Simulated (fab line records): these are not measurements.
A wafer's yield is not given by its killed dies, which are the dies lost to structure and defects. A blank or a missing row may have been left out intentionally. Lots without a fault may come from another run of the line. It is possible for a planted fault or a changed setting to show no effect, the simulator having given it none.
A lot that was struck, set against a sound lot    flow gf180mcu    16 steps out of a route of 602
Sound: wafers L371.3, L371.5, L371.6. Struck: wafer L388.4 (L388.3, L388.6, from the same lot, were not struck and are left out); the cause is given at the end.
Per side, at each step with rows, come the tool, then ch with its chambers, and then its first start. Under that, the readings that differ: sound wafers    struck wafers    difference of the means    sigmas: that difference in standard deviations of wafers without a fault.
alike: same words and numbers on both sides, and readings whose means sit less than 2 such deviations apart. not compared: any withheld reading, any reading some wafer has no value for, any bound like >300 that may hide the same value, and any number with overlapping values for which the record gives no deviation.
The two part at a step that has a row with sigmas, a row that says differs or no value, or rows on one side only. When numbers do not overlap yet have no deviation, they are printed without sigmas and do not part them. A reading missing from all wafers of one side parts the sides only when that side holds two or more wafers.

GF_M2_SPUTTER_04: material TiN, target thk 50 nm, time 41.7 s.
  sound on pvd-sputter-02 at day 19 09:21; struck on pvd-sputter-04 at day 25 07:25
  alike: throttle-valve-pct
GF_M2_RS_MEAS_05: measurement is done with a four-point probe.
  sound on film-metro-03 at day 19 09:26; struck on film-metro-01 at day 25 07:30
  alike: M2_ALCU_RS
GF_M2_THK_MEAS_06: measures by xrf.
  sound on film-metro-03 at day 19 09:32; struck on film-metro-01 at day 25 07:36
reading           sound        struck  difference  sigmas
M2_ALCU_THK (nm)  455 451 456  443     -11         -2
then, 7 steps without rows for these wafers: GF_M2_DEHYDRATE_07 (time 60 s); GF_M2_HMDS_08 (prime time 60 s); GF_M2_COAT_09 (resist thk 1000 nm); GF_M2_SOFTBAKE_10 (time 60 s); GF_M2_EXPOSE_11 (exposes mask Metal2, target cd 280 nm); GF_M2_PEB_12 (peb time 90 s); GF_M2_DEVELOP_13 (develop time 60 s).
GF_M2_CD_MEAS_14: the cd target is 280 nm.
  sound on cd-sem-01 at day 20 09:32; struck on cd-sem-01 at day 26 05:01
  alike: cd-nm
GF_M2_OVL_MEAS_15:
  sound on overlay-02 at day 20 09:38; struck on overlay-02 at day 26 05:07
  alike: M2_OVL
GF_M2_METAL_ETCH_16: etches the open film in Cl2/BCl3, stops on SiO2, target depth 750.8 nm, time 125.1 s.
  sound on rie-metal-03 ch 0,1, day 20 09:42; struck on rie-metal-03 ch 1, day 26 05:11
reading                              sound                 struck  difference  sigmas
bcl3-flow-sccm (sccm)                39.77 39.87 39.84     40.12   +0.29       +3
oes-product-au (a.u.)                0.992 0.998 0.986     0.857   -0.135      -23
throttle-valve-pct (%)               28.226 28.223 28.233  28.380  +0.153      +15
model.KrF_of_M2_COAT_09.thk-nm (nm)  682.3 678.8 688       748.5   +65.5       
  alike: drypump-motor-current-A
  not compared: rf-hours-counter-h
GF_M2_STRIP_17: strips in O2/N2.
  sound on plasma-asher-02 ch 0,1, day 20 09:49; struck on plasma-asher-01 ch 1, day 26 05:18
reading                       sound              struck  difference  sigmas
oes-product-au (a.u.)         0.536 0.535 0.533  0.563   +0.028      +6
strip-time-to-endpoint-s (s)  7.35 7.34 7.41     8.01    +0.64       +13
  alike: drypump-motor-current-A, heater-power-w
  not compared: rf-hours-counter-h
then, 1 step without rows for these wafers: GF_M2_STRIP_18 (strips in post etch residue remover, time 1200 s).
-- the record jumps here: 8 days lie between the struck wafers' starts before and after (it left off in module M2 and takes up again in module PASSIVATION, whose first step shown is number 602 of the route) --
GF_PASSIVATION_PROBE_99:
  sound on prober-02 at day 29 23:58; struck on prober-01 at day 34 09:50
reading                                 sound  struck  difference  sigmas
model.etest.met4.short                  0 0 0  1       +1          
model.etest.iso-nplus-nwell.over-limit  0 0 0  1       +1          
model.etest.met1.short                  0 0 0  1       +1          
model.etest.pmos_6p0.over-limit         0 0 0  1       +1          
model.etest.ring_6p0.no-ring            0 0 0  1       +1          
model.etest.pplus-sal.short             0 0 0  1       +1          
model.etest.dnwell.short                0 0 0  1       +1          
model.etest.nwell.short                 0 0 0  1       +1          

WHERE THEY PART
At GF_M2_THK_MEAS_06 first; at GF_M2_STRIP_17 last (within this record only).

WHY: what the simulator had put in
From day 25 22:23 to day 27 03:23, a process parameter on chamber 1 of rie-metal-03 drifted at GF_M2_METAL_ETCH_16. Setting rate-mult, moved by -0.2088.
